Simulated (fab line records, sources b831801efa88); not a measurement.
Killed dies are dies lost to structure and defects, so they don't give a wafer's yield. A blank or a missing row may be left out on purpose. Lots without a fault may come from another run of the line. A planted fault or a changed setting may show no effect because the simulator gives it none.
fab line records | flow sky130
record lots=6 wafers=18 last_day=50
route steps=708 shown RES_XHIGH@339 SD_N@342 SD_P@359 PAD_OPEN@708
lots that met no fault: from a run of the same line without faults
start_h: hours from the record's first day to the start of the lot's first wafer shown | wait_h: hours since the lot's step before | " the same as in the row above | L1.1+2: a row that stands for several wafers | - no value, or no start given | * or withheld: withheld | < > ~ a bound
route shown NAME@n: a module of which the file shows steps, and the number in the route of the first | usual: mean/standard deviation of fault-free wafers | same: alike in all rows | chamber/n: place in a boat | sites: the reading at each site | _std_site: their standard deviation | _edge_site: outer sites' mean less inner sites' | radius_mm: how far each site lies from the wafer's centre | mask NAME#n: copy n | behind: the tool/chamber that last shaped the wafer | hold: why the lot was held/for how many hours/how that ended | device: the transistor (n, p or np) that didn't switch | end of line: the same wafers' tests at the end of the route | a step without rows: its recipe alone | killed: dies lost to structure and defects at the first sort, not the wafer's yield | map: a wafer's dies, x killed, . not, _ none there
set.NAME: the setting as run; set.NAME@STEP: as run at that earlier step | model.NAME: the simulator's own value behind a step, which no gauge read
lots at some steps of the route; a table a step, a row a wafer
services: from which hour (start_h, from the record's first day; less than 0 if before it) a tool's chamber was out of use, for how many hours, and why
## steps
# step SKY_RES_XHIGH_IMPLANT_07
# recipe species=BF2 energy_kev=20 dose_cm2=3.6e+14 tilt_deg=0
# step SKY_RES_XHIGH_STRIP_08
# recipe chemistry=O2/N2 power_w=1400 pressure_mtorr=1500 platen_temp_c=withheld o2_flow_sccm=3000 n2_flow_sccm=300 overash_fraction=0.5
# usual chamber_pressure_mTorr=1500.0/1.3 drypump_motor_current_A=6.01/0.27 oes_product_au=0.711/0.0043 strip_time_to_endpoint_s=14.27/0.034
# columns lot.wafer tool chamber start_h wait_h chamber_pressure_mTorr drypump_motor_current_A oes_product_au rf_hours_counter_h strip_time_to_endpoint_s
L551.1 plasma_asher-03 0 642.64 0.1 1501.0 6.18 0.714 21 14.24
L551.2 " 1 " " 1500.0 5.47 0.711 21 14.23
L551.6 " 1 " " 1500.4 5.49 0.711 - 14.25
L556.1 plasma_asher-02 0 674.33 0.1 1497.8 6.02 0.715 100 14.34
L556.4 " 0 " " 1498.5 5.99 0.709 - 14.25
L556.6 " 0 " " 1500.9 6.00 0.710 - 14.33
L557.1 plasma_asher-01 0 680.48 0.1 1499.6 6.15 0.717 83 14.27
L557.2 " 1 " " 1499.5 6.24 0.714 83 14.27
L557.3 " 0 " " 1499.8 6.18 0.709 - 14.27
L564.2 plasma_asher-03 1 735.58 0.1 1500.0 5.51 0.711 30 14.28
L564.5 " 0 " " 1499.1 6.14 0.715 - 14.31
L564.6 " 1 " " 1500.3 5.51 0.720 - 14.32
L570.2 plasma_asher-01 1 786.08 0.1 1498.9 6.21 0.703 92 14.30
L570.4 " 0 " " 1500.5 6.11 0.710 - 14.33
L570.5 " 0 " " 1498.8 6.13 0.715 - 14.29
L571.2 plasma_asher-03 0 788.14 0.1 1499.6 6.14 0.713 35 14.28
L571.3 " 0 " " 1500.8 6.12 0.713 - 14.31
L571.5 " 1 " " 1500.4 5.50 0.707 - 14.26
# step SKY_RES_XHIGH_TW_MEAS_09
# usual RES_XHIGH_TW=1647/15
# columns lot.wafer tool chamber start_h wait_h RES_XHIGH_TW
L551.1 film_metro-04 - 642.74 0.1 1654
L551.2 " - " " 1652
L551.6 " - " " 1653
L556.1 film_metro-04 - 674.43 0.1 1664
L556.4 " - " " 1661
L556.6 " - " " 1659
L557.1 film_metro-03 - 680.58 0.1 1638
L557.2 " - " " 1643
L557.3 " - " " 1643
L564.2 film_metro-04 - 735.69 0.1 1643
L564.5 " - " " 1647
L564.6 " - " " 1639
L570.2 film_metro-03 - 786.19 0.1 1662
L570.4 " - " " 1656
L570.5 " - " " 1657
L571.2 film_metro-02 - 788.25 0.1 1627
L571.3 " - " " 1620
L571.5 " - " " 1612
# step SKY_SD_N_DEHYDRATE_00
# recipe temp_c=200 time_s=60
# step SKY_SD_N_HMDS_01
# recipe prime_time_s=60 prime_temp_c=120
# step SKY_SD_N_COAT_02
# recipe resist=NOVOLAK spin_rpm=3000 resist_thk_nm=1140
# step SKY_SD_N_SOFTBAKE_03
# recipe temp_c=90 time_s=60 resist=NOVOLAK
# step SKY_SD_N_EXPOSE_04
# recipe mask_id=NSDM na=0.6 source_shape=conventional sigma_outer=0.6 polarization=unpolarized target_cd_nm=380 dose_mj=141
# step SKY_SD_N_PEB_05
# recipe temp_c=withheld time_s=* resist=NOVOLAK
# step SKY_SD_N_DEVELOP_06
# recipe resist=NOVOLAK developer=TMAH develop_time_s=60 dev_temp_c=23
# step SKY_SD_N_CD_MEAS_07
# recipe target_cd_nm=380
# usual cd_nm=379.7/2
# columns lot.wafer tool chamber start_h wait_h cd_nm
L551.1 cd_sem-02 - 671.22 0.1 378.2
L551.2 " - " " 379.0
L551.6 " - " " 380.7
L556.1 cd_sem-01 - 702.32 0.1 378.8
L556.4 " - " " 378.9
L556.6 " - " " 376.3
L557.1 cd_sem-01 - 708.37 0.1 378.3
L557.2 " - " " 377.0
L557.3 " - " " 379.2
L564.2 cd_sem-02 - 763.13 0.1 379.9
L564.5 " - " " 379.8
L564.6 " - " " 379.3
L570.2 cd_sem-02 - 812.86 0.1 381.6
L570.4 " - " " 378.9
L570.5 " - " " 381.3
L571.2 cd_sem-01 - 814.49 0.1 378.5
L571.3 " - " " 378.8
L571.5 " - " " 377.2
# step SKY_SD_N_OVL_MEAS_08
# usual SD_N_OVL=0.5/1.4
# columns lot.wafer tool chamber start_h wait_h SD_N_OVL[nm]
L551.1 overlay-01 - 671.34 0.1 0.2
L551.2 " - " " -0.5
L551.6 " - " " 1.0
L556.1 overlay-02 - 702.44 0.1 -0.1
L556.4 " - " " -0.4
L556.6 " - " " 0.0
L557.1 overlay-02 - 708.49 0.1 -1.0
L557.2 " - " " 0.2
L557.3 " - " " -0.8
L564.2 overlay-01 - 763.23 0.1 0.1
L564.5 " - " " -1.8
L564.6 " - " " -0.2
L570.2 overlay-01 - 812.97 0.1 1.0
L570.4 " - " " 1.7
L570.5 " - " " 0.8
L571.2 overlay-02 - 814.60 0.1 -2.0
L571.3 " - " " -3.4
L571.5 " - " " -1.8
# step SKY_SD_N_IMPLANT_09
# recipe species=As energy_kev=50 dose_cm2=4e+15 tilt_deg=0
# usual beam_energy_keV=49.999/0.016
# columns lot.wafer tool chamber start_h wait_h beam_energy_keV model.implant.rp_nm model.implant.drp_nm
L551.1 implanter-02 0 671.38 0.0 49.981 31.62 14.11
L551.2 " 0 " " 50.000 31.62 14.11
L551.6 " 0 " " 49.972 31.62 14.11
L556.1 implanter-03 0 702.48 0.0 53.549 34 14.86
L556.4 " 0 " " 53.561 34 14.86
L556.6 " 0 " " 53.558 34 14.86
L557.1 implanter-03 0 708.53 0.0 53.538 33.42 14.86
L557.2 " 0 " " 53.515 33.42 14.86
L557.3 " 0 " " 53.515 33.42 14.86
L564.2 implanter-02 0 763.29 0.0 49.996 32.92 14.11
L564.5 " 0 " " 49.985 32.92 14.11
L564.6 " 0 " " 49.994 32.92 14.11
L570.2 implanter-04 0 813.02 0.0 50.018 31.64 14.11
L570.4 " 0 " " 50.018 31.64 14.11
L570.5 " 0 " " 50.011 31.64 14.11
L571.2 implanter-03 0 814.65 0.0 49.967 32.31 14.11
L571.3 " 0 " " 50.008 32.31 14.11
L571.5 " 0 " " 50.010 32.31 14.11
# step SKY_SD_N_IMPLANT_10
# recipe species=P energy_kev=20 dose_cm2=1e+14 tilt_deg=0
# step SKY_SD_N_STRIP_11
# recipe chemistry=O2/N2 power_w=1400 pressure_mtorr=1500 platen_temp_c=withheld o2_flow_sccm=3000 n2_flow_sccm=300 overash_fraction=0.5
# usual chamber_pressure_mTorr=1500.0/1.3 drypump_motor_current_A=6.10/0.18 oes_product_au=0.528/0.0048 strip_time_to_endpoint_s=22.54/0.044
# columns lot.wafer tool chamber start_h wait_h chamber_pressure_mTorr drypump_motor_current_A oes_product_au rf_hours_counter_h strip_time_to_endpoint_s
L551.1 plasma_asher-01 0 671.68 0.1 1502.4 6.14 0.519 82 22.47
L551.2 " 1 " " 1499.7 6.22 0.519 82 22.44
L551.6 " 1 " " 1500.2 6.21 0.523 - 22.45
L556.1 plasma_asher-04 0 702.78 0.1 1500.3 6.08 0.529 59 23.05
L556.4 " 0 " " 1499.8 6.10 0.519 - 23.08
L556.6 " 1 " " 1501.4 5.68 0.525 - 23.11
L557.1 plasma_asher-02 1 708.83 0.1 1500.2 6.24 0.520 104 23.12
L557.2 " 0 " " 1500.4 5.95 0.528 104 23.13
L557.3 " 0 " " 1501.0 5.98 0.525 - 23.16
L564.2 plasma_asher-02 1 763.56 0.1 1498.5 6.25 0.536 2 22.58
L564.5 " 0 " " 1498.8 5.95 0.535 - 22.52
L564.6 " 1 " " 1502.3 6.24 0.528 - 22.50
L570.2 plasma_asher-04 0 813.30 0.1 1500.0 6.08 0.534 72 22.58
L570.4 " 1 " " 1499.4 5.66 0.531 - 22.58
L570.5 " 1 " " 1498.7 5.67 0.529 - 22.60
L571.2 plasma_asher-02 0 814.93 0.1 1498.8 5.99 0.532 8 22.52
L571.3 " 0 " " 1501.4 5.98 0.518 - 22.50
L571.5 " 1 " " 1499.3 6.25 0.533 - 22.46
# step SKY_SD_N_TW_MEAS_12
# usual SD_N_TW=4002/37
# columns lot.wafer tool chamber start_h wait_h SD_N_TW
L551.1 film_metro-02 - 671.78 0.1 3909
L551.2 " - " " 3917
L551.6 " - " " 3933
L556.1 film_metro-03 - 702.88 0.1 4085
L556.4 " - " " 4060
L556.6 " - " " 4059
L557.1 film_metro-04 - 708.93 0.1 4051
L557.2 " - " " 4036
L557.3 " - " " 4060
L564.2 film_metro-03 - 763.67 0.1 4057
L564.5 " - " " 4034
L564.6 " - " " 4026
L570.2 film_metro-03 - 813.41 0.1 4012
L570.4 " - " " 4028
L570.5 " - " " 4004
L571.2 film_metro-03 - 815.04 0.1 4029
L571.3 " - " " 4032
L571.5 " - " " 4013
# step SKY_SD_N_CLEAN_13
# recipe chemistry=SC1/SC2 mix=1:4:20 temp_c=70 time_s=150 dry=n2_spin
# step SKY_SD_N_RTA_14
# recipe temp_c=1075 time_s=2 idle_temp_c=650 ramp_up_c_per_s=150 ramp_down_c_per_s=90 ambient=N2
# usual lamp_power_pct=15.73/0.049 wafer_temp_C_max=1078.1/1.3
# columns lot.wafer tool chamber start_h wait_h lamp_power_pct wafer_temp_C_max
L551.1 rtp_anneal-02 0 671.89 0.0 15.76 1078.9
L551.2 " 0 " " 15.74 1078.9
L551.6 " 0 " " 15.72 1077.8
L556.1 rtp_anneal-02 0 703.04 0.0 15.75 1077.8
L556.4 " 0 " " 15.72 1076.8
L556.6 " 0 " " 15.73 1079.3
L557.1 rtp_anneal-01 0 709.09 0.0 15.69 1078.4
L557.2 " 0 " " 15.78 1080.1
L557.3 " 0 " " 15.79 1079.6
L564.2 rtp_anneal-02 0 763.79 0.0 15.71 1078.4
L564.5 " 0 " " 15.73 1079.1
L564.6 " 0 " " 15.76 1077.4
L570.2 rtp_anneal-02 0 813.52 0.0 15.70 1077.6
L570.4 " 0 " " 15.79 1079.4
L570.5 " 0 " " 15.74 1075.4
L571.2 rtp_anneal-01 0 815.15 0.0 15.83 1078.4
L571.3 " 0 " " 15.77 1077.9
L571.5 " 0 " " 15.68 1078.4
# step SKY_SD_N_RS_MEAS_16
# recipe thk_meas_gauge=four-point-probe
# usual SD_N_RS=68.57/0.1
# columns lot.wafer tool chamber start_h wait_h SD_N_RS[ohm/sq]
L551.1 film_metro-03 - 672.06 0.1 68.62
L551.2 " - " " 68.48
L551.6 " - " " 68.64
L556.1 film_metro-02 - 703.22 0.1 66.22
L556.4 " - " " 66.22
L556.6 " - " " 66.16
L557.1 film_metro-02 - 709.26 0.1 66.09
L557.2 " - " " 66.08
L557.3 " - " " 65.95
L564.2 film_metro-04 - 764.02 0.1 68.66
L564.5 " - " " 68.65
L564.6 " - " " 68.58
L570.2 film_metro-03 - 813.70 0.1 68.67
L570.4 " - " " 68.52
L570.5 " - " " 68.46
L571.2 film_metro-04 - 815.33 0.1 68.46
L571.3 " - " " 68.30
L571.5 " - " " 68.57
# step SKY_SD_N_RS_MEAS_17
# recipe thk_meas_gauge=four-point-probe
# usual SD_P_RS=147.0/0.34
# columns lot.wafer tool chamber start_h wait_h SD_P_RS[ohm/sq]
L551.1 film_metro-03 - 672.18 0.1 147.0
L551.2 " - " " 146.9
L551.6 " - " " 147.2
L556.1 film_metro-02 - 703.34 0.1 147.7
L556.4 " - " " 147.1
L556.6 " - " " 147.9
L557.1 film_metro-02 - 709.38 0.1 147.1
L557.2 " - " " 147.0
L557.3 " - " " 146.8
L564.2 film_metro-04 - 764.14 0.1 147.3
L564.5 " - " " 147.3
L564.6 " - " " 147.3
L570.2 film_metro-03 - 813.82 0.1 146.9
L570.4 " - " " 146.4
L570.5 " - " " 146.5
L571.2 film_metro-04 - 815.45 0.1 146.8
L571.3 " - " " 147.0
L571.5 " - " " 146.8
# step SKY_PAD_OPEN_PROBE_99
# usual killed_at_M0_to_M3=42/6.1 killed_at_M4_up=3.1/1.7 killed_at_contacts=24/5.5 killed_at_front_end=16/4.1 killed_at_other=0.3/0.57 killed_dies=86/8.2 killed_open=47/6.8 killed_short=38/5.8
# same gross_dies=492 killed_at_back_side=0
# columns lot.wafer tool chamber start_h wait_h killed_at_M0_to_M3 killed_at_M4_up killed_at_contacts killed_at_front_end killed_at_other killed_dies killed_open killed_short model.etest.res_ndiff.line_ohm_um model.etest.res_ndiff.rs_ohm_sq model.etest.res_ndiff_hv.rs_ohm_sq
L551.1 prober-02 - 1092.71 0.1 51 0 23 14 0 88 60 28 804.2 121.2 115.8
L551.2 prober-02 - 1092.76 0.1 43 3 21 18 0 85 44 41 765.8 122.2 115.7
L551.6 prober-02 - 1092.96 0.2 48 1 22 10 0 81 40 41 771 121.2 116.4
L556.1 prober-01 - 1117.39 0.1 40 4 18 17 0 79 41 38 758.3 117.3 111.6
L556.4 prober-01 - 1117.54 0.2 41 0 20 19 0 80 41 38 758.9 117.5 110.8
L556.6 prober-01 - 1117.64 0.2 43 2 31 18 0 94 58 36 758.9 118 111.9
L557.1 prober-02 - 1121.66 0.1 31 5 32 16 1 85 47 38 758.2 118.8 111.7
L557.2 prober-02 - 1121.71 0.1 34 4 31 14 0 83 38 45 744.5 118.3 113
L557.3 prober-02 - 1121.76 0.2 42 7 27 17 1 94 48 46 770.1 119 112.6
L564.2 prober-01 - 1159.73 0.1 32 4 38 16 1 91 51 39 750.5 118.9 113
L564.5 prober-01 - 1159.88 0.2 39 3 25 15 1 83 50 33 742.6 119.5 114.2
L564.6 prober-01 - 1159.93 0.2 49 2 20 15 0 86 36 50 738.3 119.2 113.6
L570.2 prober-01 - 1189.95 0.1 40 3 18 11 1 73 36 37 793.5 122.3 115.1
L570.4 prober-01 - 1190.05 0.2 40 2 25 16 0 83 45 37 754.9 121 115
L570.5 prober-01 - 1190.10 0.2 46 1 22 27 0 96 45 51 769.7 122.6 116.2
L571.2 prober-02 - 1192.69 0.1 39 5 32 13 0 89 52 37 783.8 120.6 114
L571.3 prober-02 - 1192.74 0.2 39 4 26 19 1 89 41 47 773.3 120.7 113.8
L571.5 prober-02 - 1192.84 0.2 46 0 29 11 0 86 43 43 762.6 120.6 114.2
# killed by level:class
L551.1 VIA1:geometric_particle:open=15 VIA2:geometric_particle:open=12 LI_CONTACT:geometric_particle:open=9 CONTACT:geometric_particle:open=7 POLY_GATE:geometric_particle:open=5 VIA3:geometric_particle:open=5 METAL2:geometric_particle:short=5 LOCAL_INTERCONNECT:geometric_particle:short=4
L551.2 VIA1:geometric_particle:open=12 VIA2:geometric_particle:open=7 METAL2:geometric_particle:short=7 POLY_GATE:geometric_particle:short=6 LI_CONTACT:geometric_particle:open=6 VIA3:geometric_particle:open=6 CONTACT:geometric_particle:open=5 FIELD_ISO:geometric_particle:open=4
L551.6 VIA1:geometric_particle:open=9 METAL3:geometric_particle:short=8 CONTACT:geometric_particle:open=7 VIA2:geometric_particle:open=7 LI_CONTACT:geometric_particle:open=6 VIA1:geometric_particle:short=6 METAL2:geometric_particle:short=5 CONTACT:geometric_particle:short=4
L556.1 VIA2:geometric_particle:open=11 CONTACT:geometric_particle:open=7 METAL2:geometric_particle:short=6 FIELD_ISO:geometric_particle:short=5 LI_CONTACT:geometric_particle:open=4 CONTACT:geometric_particle:short=4 VIA1:geometric_particle:short=4 VIA3:geometric_particle:open=4
L556.4 VIA1:geometric_particle:open=11 CONTACT:geometric_particle:open=9 FIELD_ISO:geometric_particle:short=5 LI_CONTACT:geometric_particle:open=5 METAL1:geometric_particle:short=5 VIA2:geometric_particle:open=5 FIELD_ISO:geometric_particle:open=4 POLY_GATE:geometric_particle:short=4
L556.6 LI_CONTACT:geometric_particle:open=13 VIA2:geometric_particle:open=9 VIA1:geometric_particle:open=8 METAL2:geometric_particle:short=7 FIELD_ISO:geometric_particle:open=6 VIA3:geometric_particle:open=6 LOCAL_INTERCONNECT:geometric_particle:short=6 CONTACT:geometric_particle:open=5
L557.1 CONTACT:geometric_particle:open=13 VIA1:geometric_particle:open=10 CONTACT:geometric_particle:short=8 POLY_GATE:geometric_particle:open=6 LI_CONTACT:geometric_particle:open=6 METAL4:geometric_particle:short=5 VIA1:geometric_particle:short=4 METAL2:geometric_particle:short=4
L557.2 CONTACT:geometric_particle:open=11 CONTACT:geometric_particle:short=8 VIA1:geometric_particle:open=7 LI_CONTACT:geometric_particle:open=5 LOCAL_INTERCONNECT:geometric_particle:short=5 METAL2:geometric_particle:short=5 FIELD_ISO:geometric_particle:short=4 VIA3:geometric_particle:open=4
L557.3 CONTACT:geometric_particle:open=9 VIA1:geometric_particle:open=9 VIA2:geometric_particle:open=7 FIELD_ISO:geometric_particle:open=5 LOCAL_INTERCONNECT:geometric_particle:short=5 METAL1:geometric_particle:short=5 VIA3:geometric_particle:open=5 FIELD_ISO:geometric_particle:short=4
L564.2 CONTACT:geometric_particle:open=12 LI_CONTACT:geometric_particle:open=8 VIA2:geometric_particle:open=8 LOCAL_INTERCONNECT:geometric_particle:short=6 CONTACT:geometric_particle:short=5 LI_CONTACT:geometric_particle:short=4 METAL2:geometric_particle:short=4 VIA1:geometric_particle:open=4
L564.5 VIA1:geometric_particle:open=10 LI_CONTACT:geometric_particle:open=9 POLY_GATE:geometric_particle:open=6 CONTACT:geometric_particle:open=6 CONTACT:geometric_particle:short=5 METAL1:geometric_particle:short=5 METAL2:geometric_particle:short=5 VIA2:geometric_particle:open=5
L564.6 METAL1:geometric_particle:short=9 METAL2:geometric_particle:short=8 CONTACT:geometric_particle:short=7 VIA3:geometric_particle:open=7 POLY_GATE:geometric_particle:open=5 CONTACT:geometric_particle:open=5 VIA1:geometric_particle:short=5 VIA1:geometric_particle:open=5
L570.2 METAL1:geometric_particle:short=10 LI_CONTACT:geometric_particle:open=7 VIA1:geometric_particle:open=6 VIA2:geometric_particle:open=6 VIA3:geometric_particle:open=5 CONTACT:geometric_particle:short=4 CONTACT:geometric_particle:open=4 FIELD_ISO:geometric_particle:short=3
L570.4 VIA1:geometric_particle:open=10 LI_CONTACT:geometric_particle:open=9 FIELD_ISO:geometric_particle:short=7 CONTACT:geometric_particle:open=7 VIA2:geometric_particle:open=7 CONTACT:geometric_particle:short=5 VIA2:geometric_particle:short=5 VIA3:geometric_particle:open=5
L570.5 POLY_GATE:geometric_particle:short=10 VIA3:geometric_particle:open=9 FIELD_ISO:geometric_particle:short=8 METAL2:geometric_particle:short=8 LI_CONTACT:geometric_particle:open=7 VIA1:geometric_particle:open=7 LOCAL_INTERCONNECT:geometric_particle:short=5 CONTACT:geometric_particle:open=5
L571.2 CONTACT:geometric_particle:open=18 VIA1:geometric_particle:open=9 FIELD_ISO:geometric_particle:open=7 METAL2:geometric_particle:short=6 METAL1:geometric_particle:short=6 LI_CONTACT:geometric_particle:open=5 LOCAL_INTERCONNECT:geometric_particle:short=5 VIA3:geometric_particle:short=5
L571.3 VIA1:geometric_particle:open=11 VIA1:geometric_particle:short=10 CONTACT:geometric_particle:open=8 CONTACT:geometric_particle:short=7 LI_CONTACT:geometric_particle:open=6 METAL1:geometric_particle:short=5 POLY_GATE:geometric_particle:open=4 POLY_GATE:geometric_particle:short=4
L571.5 VIA1:geometric_particle:open=11 LI_CONTACT:geometric_particle:open=10 CONTACT:geometric_particle:open=8 METAL2:geometric_particle:short=7 VIA2:geometric_particle:short=6 VIA3:geometric_particle:open=5 LI_CONTACT:geometric_particle:short=4 LOCAL_INTERCONNECT:geometric_particle:short=4
## services
# columns tool chamber start_h hours kind
implanter-02 - 622.43 4.0 pm
implanter-02 - 643.50 1.8 repair
plasma_asher-03 - 679.66 13.8 repair
plasma_asher-03 - 690.06 6.2 repair
plasma_asher-01 - 714.01 3.3 repair
plasma_asher-02 - 717.47 2.9 repair
plasma_asher-02 - 719.44 5.1 repair
plasma_asher-01 - 720.72 15.6 pm
plasma_asher-02 - 733.75 9.0 pm
plasma_asher-02 0 733.75 9.0 vent_cycle
plasma_asher-02 1 733.75 9.0 vent_cycle
plasma_asher-02 0 742.75 - clean
plasma_asher-02 1 742.75 - clean
plasma_asher-02 - 743.34 0.6 repair
implanter-03 - 749.83 2.6 repair
implanter-03 - 752.43 4.9 pm
implanter-04 - 763.09 1.2 repair
plasma_asher-02 - 770.84 3.6 repair
rtp_anneal-02 - 785.01 3.0 pm
plasma_asher-01 - 787.19 28.1 pm
## key
first_sign step=SKY_SD_N_IMPLANT_09 reading=beam_energy_keV direction=up sigmas=99+ usual=* struck=*
effect step=SKY_SD_N_STRIP_11 reading=strip_time_to_endpoint_s direction=up sigmas=13 usual=* struck=*
effect step=SKY_SD_N_TW_MEAS_12 reading=SD_N_TW direction=up sigmas=1.5 usual=4002 struck=4058
effect step=SKY_SD_N_RS_MEAS_16 reading=SD_N_RS direction=down sigmas=24 usual=68.57 struck=66.12
model_effect step=SKY_SD_N_IMPLANT_09 value=implant.rp_nm without=31.88 struck=33.71
model_effect step=SKY_PAD_OPEN_PROBE_99 value=etest.res_ndiff.line_ohm_um without=781.6 struck=758.1
met_at SKY_SD_N_IMPLANT_09
struck_wafers L556.1,L556.4,L556.6,L557.1,L557.2,L557.3
tester_left_out L556,L557
fault kind=process_parameter_drift tool=implanter-03 chamber=- onset_h=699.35 steps=SKY_SD_N_IMPLANT_09 channel=energy_kev offset=* shape=step end_h=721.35 acts_in=* stated=*
# tester_left_out: of these lots the tester's yield and bins aren't shown, on N5 and GAA mostly nor the transistor test; their killed dies are dies lost to structure and defects alone, not to doping, threshold or leakage, so they don't give the yield
